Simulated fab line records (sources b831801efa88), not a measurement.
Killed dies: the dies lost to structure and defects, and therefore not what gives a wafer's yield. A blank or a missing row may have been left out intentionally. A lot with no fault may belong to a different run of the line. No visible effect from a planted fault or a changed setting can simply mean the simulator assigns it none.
Which tool did it? ; flow sky130 ; 10 lots, 30 wafers sampled, at 5 steps of a route of 708

## WHAT EACH GAUGE READ, for each wafer
SKY_VIA1_THK_MEAS_23: measures by xrf.
lot;measured;on;VIA1_W_THK (nm)
L379;day 34 02:51;film_metro-01;266 268 268
L381;day 34 14:04;film_metro-04;268 271 271
L380;day 34 21:32;film_metro-04;268 268 279
L388;day 37 08:57;film_metro-03;264 261 268
L389;day 37 11:13;film_metro-03;261 262 260
L393;day 38 17:26;film_metro-04;265 267 268
L396;day 39 20:15;film_metro-01;267 272 271
L398;day 40 04:13;film_metro-03;274 267 278
L400;day 40 14:27;film_metro-03;261 274 264
L402;day 41 02:10;film_metro-01;277 265 278

SKY_METAL4_CD_MEAS_13: the cd target is 300 nm.
lot;measured;on;cd_nm (nm)
L379;day 41 20:20;cd_sem-02;299.7 300.1 298.4
L381;day 42 07:50;cd_sem-01;300.2 300.7 300.9
L380;day 42 16:11;cd_sem-02;296.9 297.3 298.1
L388;day 44 17:01;cd_sem-02;296.9 297.4 285.1
L389;day 44 19:24;cd_sem-01;298.3 296.7 285.2
L393;day 45 23:10;cd_sem-02;301.4 300.2 299.0
L396;day 46 21:05;cd_sem-02;300.5 301.5 301.1
L398;day 47 03:32;cd_sem-02;303.4 302.9 300.4
L400;day 47 11:37;cd_sem-02;301.7 300.7 300.8
L402;day 47 20:28;cd_sem-02;299.8 301.5 300.5

## WHICH TOOL RAN EACH LOT (tool, then ch and the chambers of the sampled wafers, then the start)
lot;SKY_CONTACT_ETCH_18;SKY_METAL1_STRIP_20;SKY_METAL4_EXPOSE_10
L379;rie_diel-01 ch 0,2,3, day 32 20:58 or earlier;plasma_asher-03 ch 0,1, day 32 20:58;krf_scanner-01 ch 0, day 41 08:47
L381;rie_diel-04 ch 1,2,3, day 33 09:37 or earlier;plasma_asher-03 ch 0,1, day 33 09:37;krf_scanner-02 ch 0, day 41 20:04
L380;rie_diel-04 ch 0,1, day 33 16:16 or earlier;plasma_asher-01 ch 0,1, day 33 16:16;krf_scanner-01 ch 0, day 42 04:40
L388;rie_diel-02 ch 0,3, day 36 04:52 or earlier;plasma_asher-04 ch 0,1, day 36 04:52;krf_scanner-02 ch 0, day 44 05:54
L389;rie_diel-02 ch 0,1,2, day 36 07:02 or earlier;plasma_asher-03 ch 0, day 36 07:02;krf_scanner-02 ch 0, day 44 08:40
L393;rie_diel-02 ch 0,3, day 37 13:28 or earlier;plasma_asher-04 ch 0,1, day 37 13:28;krf_scanner-01 ch 0, day 45 13:18
L396;rie_diel-02 ch 0,1,2, day 38 17:25 or earlier;plasma_asher-04 ch 0,1, day 38 17:25;krf_scanner-01 ch 0, day 46 11:32
L398;rie_diel-02 ch 0,1,2, day 39 00:50 or earlier;plasma_asher-03 ch 0,1, day 39 00:50;krf_scanner-01 ch 0, day 46 17:17
L400;rie_diel-01 ch 2,3, day 39 11:14 or earlier;plasma_asher-04 ch 0,1, day 39 11:14;krf_scanner-01 ch 0, day 47 01:34
L402;rie_diel-04 ch 0,2,3, day 39 22:34 or earlier;plasma_asher-03 ch 0,1, day 39 22:34;krf_scanner-02 ch 0, day 47 10:51
- SKY_CONTACT_ETCH_18: etches Si3N4 in CHF3/O2, stops on TiN, time 39 s, target depth 75 nm.
- SKY_METAL1_STRIP_20: strips in O2/N2.
- SKY_METAL4_EXPOSE_10: exposes mask MM4, target cd 300 nm.

## WHAT THE TOOLS THEMSELVES READ (means of the sampled wafers that have a number; where no wafer has one, the mark that the record gives instead)
SKY_CONTACT_ETCH_18.
lot;tool;drypump_motor_current_A (A);oes_product_au (a.u.);throttle_valve_pct (%)
L379;rie_diel-01;5.6;0.855;8.797
L381;rie_diel-04;5.7;0.861;8.798
L380;rie_diel-04;5.3;0.845;8.797
L388;rie_diel-02;5.3;0.858;8.792
L389;rie_diel-02;5.8;0.852;8.790
L393;rie_diel-02;5.3;0.859;8.801
L396;rie_diel-02;5.9;0.853;8.790
L398;rie_diel-02;5.8;0.860;8.785
L400;rie_diel-01;5.6;0.866;8.788
L402;rie_diel-04;5.9;0.857;8.801

SKY_METAL1_STRIP_20.
lot;tool;drypump_motor_current_A (A);oes_product_au (a.u.);strip_time_to_endpoint_s (s)
L379;plasma_asher-03;5.55;0.341;2.66
L381;plasma_asher-03;5.56;0.342;2.69
L380;plasma_asher-01;5.55;0.343;2.67
L388;plasma_asher-04;5.52;0.342;2.74
L389;plasma_asher-03;5.53;0.339;2.69
L393;plasma_asher-04;5.50;0.341;2.68
L396;plasma_asher-04;5.52;0.337;2.68
L398;plasma_asher-03;5.57;0.341;2.67
L400;plasma_asher-04;5.53;0.347;2.73
L402;plasma_asher-03;5.56;0.342;2.67

## THE ANSWER, worked out from the rows above alone
Rule: what is usual is taken from the lots themselves. Put in order of their means at a reading, lots are off if they are a third of the lots or fewer, leave a main group of 4 or more, and stand apart from it by a gap of 3 or more times the standard deviation of the main group's means; of several such gaps the widest counts. The tables above print the reading to a certain number of digits; a main group whose means all agree to those digits is not used. A lot without any number at a reading at which 4 lots or more have one is off too. Where the step has rows for the other lots, those lots are counted as sound. The gauges are gone through in route order, then the tools' own readings, and for those a lot's mean is taken as printed above. At the first step where some lot is off, the reading lying furthest off is the one used; lots without a number count as furthest.
Off, at SKY_METAL4_CD_MEAS_13 on cd_nm: L388, L389. The main group: mean 300.3 nm, standard deviation 1.3.
If a tool, at a process step before that reading, ran all the lots that are off and no sound lot after the first of them, it fits. Gauges at SKY_METAL4_CD_MEAS_13: tried the same way as those tools. SKY_CONTACT_ETCH_18 gives no start for some lots, so the hours and the order of its lots are those of SKY_METAL1_STRIP_20. Not one of the candidates tried fits.

## WHAT THE SIMULATOR HAD PUT IN
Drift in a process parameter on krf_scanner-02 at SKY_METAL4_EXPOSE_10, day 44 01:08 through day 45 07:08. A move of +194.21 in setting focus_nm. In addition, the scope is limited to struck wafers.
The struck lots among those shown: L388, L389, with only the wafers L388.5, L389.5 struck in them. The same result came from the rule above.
